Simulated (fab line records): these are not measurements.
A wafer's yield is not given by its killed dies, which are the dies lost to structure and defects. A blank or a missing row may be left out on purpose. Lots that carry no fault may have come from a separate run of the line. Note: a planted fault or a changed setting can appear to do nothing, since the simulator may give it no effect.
Matching of chambers || flow sky130 || SKY_VIA2_CMP_24 on cmp-01 has 4 sister chambers
The step polishes, stops on SiO2, t overpolish 20 s, target thk 0 nm. 18 wafers are shown with their chamber, then 9 later ones without.

WAFERS WITH THEIR CHAMBER
{"wafer": "L965.2", "chamber": 1, "motor current A (A)": 11.2, "time to endpoint s (s)": 99, "slurry filter dp kPa (kPa)": 13.57}
{"wafer": "L965.4", "chamber": 0, "motor current A (A)": 9.8, "time to endpoint s (s)": 103, "slurry filter dp kPa (kPa)": 13.56}
{"wafer": "L965.5", "chamber": 2, "motor current A (A)": 14.0, "time to endpoint s (s)": 104, "slurry filter dp kPa (kPa)": 13.40}
{"wafer": "L966.1", "chamber": 2, "motor current A (A)": 13.4, "time to endpoint s (s)": 99, "slurry filter dp kPa (kPa)": 13.38}
{"wafer": "L966.2", "chamber": 3, "motor current A (A)": 12.5, "time to endpoint s (s)": 95, "slurry filter dp kPa (kPa)": 13.52}
{"wafer": "L966.4", "chamber": 0, "motor current A (A)": 10.8, "time to endpoint s (s)": 99, "slurry filter dp kPa (kPa)": 13.31}
{"wafer": "L970.1", "chamber": 2, "motor current A (A)": 14.3, "time to endpoint s (s)": 100, "slurry filter dp kPa (kPa)": 13.21}
{"wafer": "L970.3", "chamber": 3, "motor current A (A)": 12.0, "time to endpoint s (s)": 98, "slurry filter dp kPa (kPa)": 13.24}
{"wafer": "L970.6", "chamber": 3, "motor current A (A)": 12.8, "time to endpoint s (s)": 100, "slurry filter dp kPa (kPa)": 13.35}
{"wafer": "L972.1", "chamber": 0, "motor current A (A)": 10.6, "time to endpoint s (s)": 100, "slurry filter dp kPa (kPa)": 13.59}
{"wafer": "L972.5", "chamber": 1, "motor current A (A)": 10.3, "time to endpoint s (s)": 98, "slurry filter dp kPa (kPa)": 13.32}
{"wafer": "L972.6", "chamber": 0, "motor current A (A)": 10.6, "time to endpoint s (s)": 104, "slurry filter dp kPa (kPa)": 13.43}
{"wafer": "L974.1", "chamber": 0, "motor current A (A)": 11.7, "time to endpoint s (s)": 101, "slurry filter dp kPa (kPa)": 13.48}
{"wafer": "L974.4", "chamber": 1, "motor current A (A)": 11.0, "time to endpoint s (s)": 102, "slurry filter dp kPa (kPa)": 13.51}
{"wafer": "L974.5", "chamber": 3, "motor current A (A)": 11.6, "time to endpoint s (s)": 100, "slurry filter dp kPa (kPa)": 13.74}
{"wafer": "L978.2", "chamber": 3, "motor current A (A)": 12.3, "time to endpoint s (s)": 101, "slurry filter dp kPa (kPa)": 13.64}
{"wafer": "L978.4", "chamber": 0, "motor current A (A)": 10.8, "time to endpoint s (s)": 103, "slurry filter dp kPa (kPa)": 13.59}
{"wafer": "L978.5", "chamber": 0, "motor current A (A)": 10.2, "time to endpoint s (s)": 100, "slurry filter dp kPa (kPa)": 13.33}

SIGNATURES (means of the wafers above)
{"reading": "motor current A", "chamber 0": 10.643, "chamber 1": 10.833, "chamber 2": 13.900, "chamber 3": 12.240, "scatter within a chamber": 0.521}
{"reading": "time to endpoint s", "chamber 0": 101.43, "chamber 1": 99.67, "chamber 2": 101.00, "chamber 3": 98.80, "scatter within a chamber": 2.19}
{"reading": "slurry filter dp kPa", "chamber 0": 13.4700, "chamber 1": 13.4667, "chamber 2": 13.3300, "chamber 3": 13.4980, "scatter within a chamber": 0.148}
Rule: for a wafer and a chamber, the distance is found by dividing, reading by reading, the gap between the wafer's reading and the chamber's mean by the reading's scatter, squaring, summing and taking the root. If the next closest chamber is less than 2 further off than the closest, the wafer can't be placed; otherwise it belongs to the closest. The scatter: take each reading less its chamber's mean, square it, sum over the shown wafers, divide by the number of wafers less the number of chambers, and take the root.

WAFERS WITHOUT THEIR CHAMBER
{"wafer": "L980.1", "motor current A (A)": 11.0, "time to endpoint s (s)": 90, "slurry filter dp kPa (kPa)": 13.60}
{"wafer": "L980.2", "motor current A (A)": 13.6, "time to endpoint s (s)": 96, "slurry filter dp kPa (kPa)": 13.40}
{"wafer": "L980.3", "motor current A (A)": 11.0, "time to endpoint s (s)": 98, "slurry filter dp kPa (kPa)": 13.56}
{"wafer": "L985.1", "motor current A (A)": 13.4, "time to endpoint s (s)": 102, "slurry filter dp kPa (kPa)": 13.60}
{"wafer": "L985.3", "motor current A (A)": 10.7, "time to endpoint s (s)": 104, "slurry filter dp kPa (kPa)": 13.61}
{"wafer": "L985.4", "motor current A (A)": 12.4, "time to endpoint s (s)": 98, "slurry filter dp kPa (kPa)": 13.43}
{"wafer": "L986.2", "motor current A (A)": 13.9, "time to endpoint s (s)": 108, "slurry filter dp kPa (kPa)": 13.41}
{"wafer": "L986.3", "motor current A (A)": 12.0, "time to endpoint s (s)": 106, "slurry filter dp kPa (kPa)": 13.69}
{"wafer": "L986.6", "motor current A (A)": 12.1, "time to endpoint s (s)": 105, "slurry filter dp kPa (kPa)": 13.64}

CHAMBER TAKEN BY EACH
{"wafer": "L980.1", "from the rows above": "can't be placed: 1 or 3 or 0", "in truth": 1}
{"wafer": "L980.2", "from the rows above": "can't be placed: 2 or 3", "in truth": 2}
{"wafer": "L980.3", "from the rows above": "can't be placed: 1 or 0 or 3", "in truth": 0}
{"wafer": "L985.1", "from the rows above": "can't be placed: 2 or 3", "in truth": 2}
{"wafer": "L985.3", "from the rows above": "can't be placed: 0 or 1", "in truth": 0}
{"wafer": "L985.4", "from the rows above": 3, "in truth": 3}
{"wafer": "L986.2", "from the rows above": 2, "in truth": 2}
{"wafer": "L986.3", "from the rows above": "can't be placed: 3 or 0 or 1 or 2", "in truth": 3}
{"wafer": "L986.6", "from the rows above": "can't be placed: 3 or 0 or 1 or 2", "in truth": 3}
Correctly placed: 2 of 9. These rows do not allow placing 7 (true chamber among the candidates in 7). Placed wrongly: 0.
